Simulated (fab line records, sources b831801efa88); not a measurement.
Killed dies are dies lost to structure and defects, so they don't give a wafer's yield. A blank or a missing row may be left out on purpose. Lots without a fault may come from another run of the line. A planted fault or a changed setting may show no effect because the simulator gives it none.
Split-lot experiment | flow sky130 | 5 lots, 23 wafers read, on a route of 708 steps

THE SPLIT
At SKY_VT_ADJUST_HVTP_IMPLANT_09, the setting dose_cm2 was moved away from the recipe's 4.3e+12 on 9 of the 23 wafers read, by -5.9% to +4.1%. The other wafers ran this setting at the recipe's value.

FROM THE SPLIT TO THE READING: what the file shows between them, 1 step
- SKY_VT_ADJUST_HVTP_STRIP_10: strips in O2/N2

THE READING
VT_ADJUST_HVTP_TW, at SKY_VT_ADJUST_HVTP_TW_MEAS_11. Fault-free wafers of this fab line usually give 1353, standard deviation 10.

wafer  | tool, chamber at the split | dose_cm2 as run | against the recipe | VT_ADJUST_HVTP_TW | against lot-mates on the recipe
L077.2 | implanter-01, 0            | 4.3e+12         | recipe             | 1352              | -
L077.3 | implanter-01, 0            | 4.3e+12         | recipe             | 1349              | -
L077.5 | implanter-01, 0            | 4.3e+12         | recipe             | 1353              | -
L080.1 | implanter-03, 0            | 4.475e+12       | +4.1%              | 1367              | +9
L080.2 | implanter-03, 0            | 4.3e+12         | recipe             | 1356              | -
L080.3 | implanter-03, 0            | 4.3e+12         | recipe             | 1360              | -
L080.5 | implanter-03, 0            | 4.475e+12       | +4.1%              | 1368              | +10
L080.6 | implanter-03, 0            | 4.475e+12       | +4.1%              | 1374              | +16
L081.1 | implanter-02, 0            | 4.046e+12       | -5.9%              | 1322              | -29
L081.2 | implanter-02, 0            | 4.3e+12         | recipe             | 1348              | -
L081.3 | implanter-02, 0            | 4.3e+12         | recipe             | 1351              | -
L081.4 | implanter-02, 0            | 4.046e+12       | -5.9%              | 1321              | -30
L081.5 | implanter-02, 0            | 4.3e+12         | recipe             | 1353              | -
L082.2 | implanter-01, 0            | 4.3e+12         | recipe             | 1343              | -
L082.3 | implanter-01, 0            | 4.3e+12         | recipe             | 1351              | -
L082.4 | implanter-01, 0            | 4.469e+12       | +3.9%              | 1369              | +23
L082.5 | implanter-01, 0            | 4.3e+12         | recipe             | 1343              | -
L082.6 | implanter-01, 0            | 4.469e+12       | +3.9%              | 1364              | +18
L084.1 | implanter-01, 0            | 4.134e+12       | -3.9%              | 1329              | -16
L084.2 | implanter-01, 0            | 4.3e+12         | recipe             | 1342              | -
L084.4 | implanter-01, 0            | 4.3e+12         | recipe             | 1349              | -
L084.5 | implanter-01, 0            | 4.3e+12         | recipe             | 1345              | -
L084.6 | implanter-01, 0            | 4.134e+12       | -3.9%              | 1334              | -11

THE FIT
A straight line over all 23 wafers: VT_ADJUST_HVTP_TW changes by +4.72 for each +1% of dose_cm2; r = +0.95; the points scatter about the line by 4.4.
The same after taking each lot's own level away (the mean of its wafers on the recipe; 23 wafers): +4.21 for each +1%; r = +0.95; scatter 3.9.
On that fit, the largest move of dose_cm2 shifts the reading by 25.
The lots' own levels span 1345.3 to 1358.0, that is 1.3 times the standard deviation above.
So the lot-to-lot level changes the slope: the two fits differ.
Check: with one of the wafers moved furthest among these (-5.9%) left out of the fit, the line predicts -24.3 for it against its lot-mates. It came out at -28.7 against them.

OTHER SPLITS ON THESE WAFERS
These wafers also went through other splits before the reading. Each is held against what the fit with the lots' levels taken away leaves over:
other split on the same wafers       | wafers away from the commonest value | r with VT_ADJUST_HVTP_TW (lot level and that fit taken away)
SKY_FIELD_ISO_OXIDATION_01 ox_time_s | 18                                   | -0.23
SKY_DNWELL_COAT_02 spin_rpm          | 7                                    | +0.22
SKY_DNWELL_DEVELOP_06 develop_time_s | 9                                    | +0.23
SKY_PWDE_IMPLANT_08 dose_cm2         | 8                                    | +0.10
SKY_NWELL_IMPLANT_11 energy_kev      | 7                                    | +0.34
SKY_NWELL_IMPLANT_24 dose_cm2        | 8                                    | +0.28

THE FILE'S OWN FIT
VT_ADJUST_HVTP_TW changes by +4.34 for each +1% of dose_cm2, r = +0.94.
